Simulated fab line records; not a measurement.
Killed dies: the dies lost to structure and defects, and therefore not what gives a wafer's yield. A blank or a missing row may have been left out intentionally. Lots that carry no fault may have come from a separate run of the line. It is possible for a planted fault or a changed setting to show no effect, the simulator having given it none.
A lot that was struck, set against a sound lot    flow sfq-line    14 steps out of a route of 325
Sound: these wafers, L612.1, L612.2, L612.5. Struck: wafers L619.2, L619.3, L619.4. At the end, the cause is stated.
For every step that has rows: the tool of each side, followed by ch and its chambers, followed by its first start. Under that, the readings that differ: sound wafers    struck wafers    difference of the means    sigmas: that difference in standard deviations of wafers without a fault.
alike: same words and numbers on both sides, and readings whose means sit less than 2 such deviations apart. not compared: any withheld reading, any reading some wafer has no value for, any bound like >300 that may hide the same value, and any number with overlapping values for which the record gives no deviation.
A row with sigmas, a row that says differs or no value, or rows on one side alone: a step with any of these is where the two part. Numbers that have no deviation but don't overlap get no sigmas and don't part them. A reading that every wafer of one side lacks parts them only if that side has two wafers or more.

SFQ_INCOMING_BOW_MEAS_900:
  sound: film-metro-03 at day 3 22:00; struck: film-metro-03 at day 5 09:01
  alike: INCOMING_BOW
then, 1 step without rows for these wafers: SFQ_TRILAYER_INCOMING_OXIDATION_002 (target thk 500 nm, ox time 4939 s).
SFQ_TRILAYER_L0_DEP_SPUTTER_003: material MoNx KI, target thk 40 nm, time 100 s.
  sound: pvd-sputter-03 at day 4 00:29; struck: pvd-sputter-04 at day 5 11:29
  alike: throttle-valve-pct
SFQ_L0_RS_MEAS_901: the measuring method here is four-point-probe.
  sound: film-metro-02 at day 4 00:34; struck: film-metro-02 at day 5 11:35
  alike: L0_MONX_KI_RS
SFQ_L0_THK_MEAS_902: measures by xrf.
  sound: film-metro-02 at day 4 00:41; struck: film-metro-02 at day 5 11:41
  alike: L0_MONX_KI_THK
then, 3 steps without rows for these wafers: SFQ_TRILAYER_L0_LITHO_COAT_010 (resist thk 62 nm); SFQ_TRILAYER_L0_LITHO_COAT_005 (resist thk 600 nm); SFQ_TRILAYER_L0_LITHO_SOFTBAKE_009.
-- the record jumps here: 3 days lie between the struck wafers' starts before and after --
SFQ_TRILAYER_L0_LITHO_EXPOSE_006: exposes mask L0, target cd 2000 nm.
  sound on krf-scanner-01 ch 0, day 6 06:27; struck on krf-scanner-01 ch 0, day 8 05:41
  alike: mask, stage-vel-mm-s
then, 2 steps without rows for these wafers: SFQ_TRILAYER_L0_LITHO_PEB_008 (peb time 60 s); SFQ_TRILAYER_L0_LITHO_DEVELOP_007 (time 60 s).
SFQ_TRILAYER_L0_BARC_OPEN_METAL_ETCH_010: etches BARC in O2, target depth 125 nm, time 41.7 s.
  sound on rie-metal-04 ch 0,1, day 6 07:57; struck on rie-metal-04 ch 0,1, day 8 06:59
reading              sound           struck          difference  sigmas
model.L0.cd-nm (nm)  1997 1998 1998  1983 1985 1989  -12         
  alike: drypump-motor-current-A, oes-product-au
  not compared: rf-hours-counter-h
SFQ_TRILAYER_L0_ETCH_METAL_ETCH_008: etches MoNx KI in SF6/O2, stops on SiO2, target depth 50 nm, time 25 s.
  sound on rie-metal-04 ch 0,1, day 6 08:01; struck on rie-metal-04 ch 0,1, day 8 07:03
reading              sound           struck          difference  sigmas
model.L0.cd-nm (nm)  1998 1998 1998  1983 1985 1989  -12         
  alike: drypump-motor-current-A, oes-product-au
  not compared: rf-hours-counter-h
SFQ_TRILAYER_L0_STRIP_STRIP_009: strips in O2.
  sound on rie-metal-04 ch 0,1, day 6 08:03; struck on rie-metal-04 ch 0,1, day 8 07:06
  alike: drypump-motor-current-A, oes-product-au
  not compared: rf-hours-counter-h

## WHERE THEY PART
Nowhere in this record.

WHY: what the simulator had put in
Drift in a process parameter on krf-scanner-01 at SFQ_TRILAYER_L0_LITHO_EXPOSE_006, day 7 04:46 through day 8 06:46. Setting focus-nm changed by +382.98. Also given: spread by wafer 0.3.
